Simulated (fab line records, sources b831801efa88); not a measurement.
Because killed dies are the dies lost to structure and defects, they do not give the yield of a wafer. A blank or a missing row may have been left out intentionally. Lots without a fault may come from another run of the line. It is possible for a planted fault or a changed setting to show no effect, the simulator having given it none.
Which tool was responsible?	flow sky130	Sampling: 14 lots, 42 wafers, 4 of 708 route steps

## WHAT THE GAUGES SHOWED, per wafer
SKY_FIELD_ISO_THK_MEAS_04.
lot	measured	on	FIELD_ISO_CVD_03_THK (nm)
L349	day 1 13:29	filmMetro-03	166.1 167.1 166.7
L352	day 2 06:20	filmMetro-01	167.7 167.0 165.4
L354	day 2 15:14	filmMetro-03	165.4 165.6 165.1
L355	day 2 19:29	filmMetro-01	164.6 166.7 166.3
L357	day 3 05:29	filmMetro-04	165.8 165.6 165.2
L358	day 3 10:53	filmMetro-03	165.0 164.8 164.4
L359	day 3 16:34	filmMetro-03	166.2 166.6 165.7
L360	day 3 20:30	filmMetro-04	162.2 163.5 163.6
L362	day 4 06:29	filmMetro-03	165.1 163.5 165.6
L363	day 4 13:44	filmMetro-04	165.3 163.5 166.0
L364	day 4 16:52	filmMetro-04	168.4 168.9 169.6
L365	day 5 02:20	filmMetro-04	165.5 166.0 165.8
L370	day 6 02:15	filmMetro-01	165.6 164.6 166.9
L371	day 6 06:26	filmMetro-01	166.1 166.2 165.3

SKY_NWELL_RS_MEAS_29: the measuring method here is four-point-probe.
lot	measured	on	NWELL_RS (ohm/sq)
L349	day 5 10:01	filmMetro-01	626.0 623.7 625.0
L352	day 6 00:31	filmMetro-03	623.9 623.8 624.0
L354	day 6 12:23	filmMetro-01	622.0 622.7 623.1
L355	day 6 19:31	filmMetro-01	622.8 624.5 623.3
L357	day 7 04:06	filmMetro-01	623.1 623.3 624.4
L358	day 7 13:11	filmMetro-02	624.7 627.1 626.0
L359	day 7 21:32	filmMetro-02	625.3 625.7 625.4
L360	day 8 08:50	filmMetro-01	622.0 623.4 623.4
L362	day 8 17:27	filmMetro-03	649.3 648.6 650.0
L363	day 8 23:35	filmMetro-03	652.7 653.0 654.6
L364	day 9 04:34	filmMetro-03	623.7 623.0 621.0
L365	day 9 15:15	filmMetro-03	624.0 625.5 623.1
L370	day 11 01:17	filmMetro-01	619.5 620.8 620.9
L371	day 11 08:39	filmMetro-03	624.3 622.3 624.0

## EACH LOT AND THE TOOL THAT RAN IT (in order: tool; ch and the chambers of the sampled wafers; start)
lot	SKY_DNWELL_STRIP_08	SKY_NWELL_IMPLANT_13
L349	plasmaAsher-03 ch 0,1, day 3 05:59	implanter-03 ch 0, day 4 16:52
L352	plasmaAsher-03 ch 0,1, day 3 19:42	implanter-02 ch 0, day 5 06:08
L354	plasmaAsher-01 ch 0,1, day 4 06:05	implanter-03 ch 0, day 5 17:05
L355	plasmaAsher-04 ch 0,1, day 4 12:44	implanter-04 ch 0, day 5 23:58
L357	plasmaAsher-04 ch 0,1, day 4 22:10	implanter-03 ch 0, day 6 09:07
L358	plasmaAsher-03 ch 0,1, day 5 04:37	implanter-03 ch 0, day 6 17:28
L359	plasmaAsher-04 ch 0,1, day 5 11:12	implanter-04 ch 0, day 7 02:10
L360	plasmaAsher-04 ch 0,1, day 5 21:04	implanter-03 ch 0, day 7 11:37
L362	plasmaAsher-04 ch 0,1, day 6 04:53	implanter-03, day 7 20:03
L363	plasmaAsher-01 ch 0,1, day 6 10:43	implanter-02, day 8 01:28
L364	plasmaAsher-04 ch 0,1, day 6 15:32	implanter-04 ch 0, day 8 06:55
L365	plasmaAsher-01 ch 0,1, day 7 00:17	implanter-03 ch 0, day 8 16:56
L370	plasmaAsher-04 ch 0,1, day 8 07:04	implanter-02 ch 0, day 10 02:11
L371	plasmaAsher-03 ch 0,1, day 8 11:10	implanter-03 ch 0, day 10 08:41
- SKY_DNWELL_STRIP_08: strips in O2/N2.
- SKY_NWELL_IMPLANT_13

## WHAT THE TOOLS THEMSELVES READ (means of the sampled wafers that have a number; where no wafer has one, the mark that the record gives instead)
SKY_DNWELL_STRIP_08.
lot	tool	chamberPressureMTorr (mTorr)	drypumpMotorCurrentA (A)	oesProductAu (a.u.)	stripTimeToEndpointS (s)
L349	plasmaAsher-03	1499.0	5.0	0.723	36.82
L352	plasmaAsher-03	1501.2	5.0	0.726	36.99
L354	plasmaAsher-01	1501.1	5.2	0.726	36.92
L355	plasmaAsher-04	1499.1	6.0	0.722	36.87
L357	plasmaAsher-04	1499.0	6.0	0.720	36.80
L358	plasmaAsher-03	1498.1	5.1	0.722	36.85
L359	plasmaAsher-04	1499.3	6.0	0.719	36.95
L360	plasmaAsher-04	1499.2	6.1	0.726	36.84
L362	plasmaAsher-04	1500.8	6.0	0.723	37.00
L363	plasmaAsher-01	1499.0	5.2	0.721	36.65
L364	plasmaAsher-04	1498.8	6.1	0.725	36.83
L365	plasmaAsher-01	1500.6	5.3	0.724	36.81
L370	plasmaAsher-04	1500.0	6.1	0.726	36.89
L371	plasmaAsher-03	1500.5	5.2	0.721	36.81

SKY_NWELL_IMPLANT_13.
lot	tool	beamEnergyKeV	beamOnS (s)	doseIonsCm2	faradayCurrentUA
L349	implanter-03	49.971	10.04	7.008e+11	3.93
L352	implanter-02	49.992	10.04	6.994e+11	3.94
L354	implanter-03	50.015	9.96	6.997e+11	3.97
L355	implanter-04	49.997	10.14	6.994e+11	3.91
L357	implanter-03	50.009	9.94	7.008e+11	3.96
L358	implanter-03	49.976	10.10	7.006e+11	3.90
L359	implanter-04	50.011	9.95	7.003e+11	3.97
L360	implanter-03	50.012	10.08	6.999e+11	3.92
L362	implanter-03	-	-	-	-
L363	implanter-02	-	-	-	-
L364	implanter-04	50.005	9.88	7.000e+11	3.99
L365	implanter-03	50.000	9.86	7.010e+11	4.00
L370	implanter-02	49.991	10.07	7.004e+11	3.92
L371	implanter-03	50.007	10.01	7.003e+11	3.94

## THE ANSWER, worked out from the rows above alone
Rule: what is usual is taken from the lots themselves. Put in order of their means at a reading, lots are off if they are a third of the lots or fewer, leave a main group of 4 or more, and stand apart from it by a gap of 3 or more times the standard deviation of the main group's means; of several such gaps the widest counts. Not used: any main group whose means are identical at the precision the tables above print for the reading. A lot without any number at a reading at which 4 lots or more have one is off too. Any other lot the step has rows for is counted as sound. After the gauges, taken in route order, come the tools' own readings; for these a lot's mean is taken, as printed above. The first step at which some lot is off is used, and at that step the reading that is off furthest; a lot without a number counts as furthest.
Off: L362, L363, at SKY_NWELL_RS_MEAS_29 (NWELL_RS). The main group: mean 623.6 ohm/sq, standard deviation 1.4.
A tool fits if, at a process step before that reading, it ran every lot that is off, and no sound lot after the first of them. The gauges at SKY_NWELL_RS_MEAS_29 aren't tried: what is off there is off at SKY_NWELL_IMPLANT_13 too, on other tools, and a gauge's error can't cause that. None of those tried fits.

## WHAT THE SIMULATOR HAD PUT IN
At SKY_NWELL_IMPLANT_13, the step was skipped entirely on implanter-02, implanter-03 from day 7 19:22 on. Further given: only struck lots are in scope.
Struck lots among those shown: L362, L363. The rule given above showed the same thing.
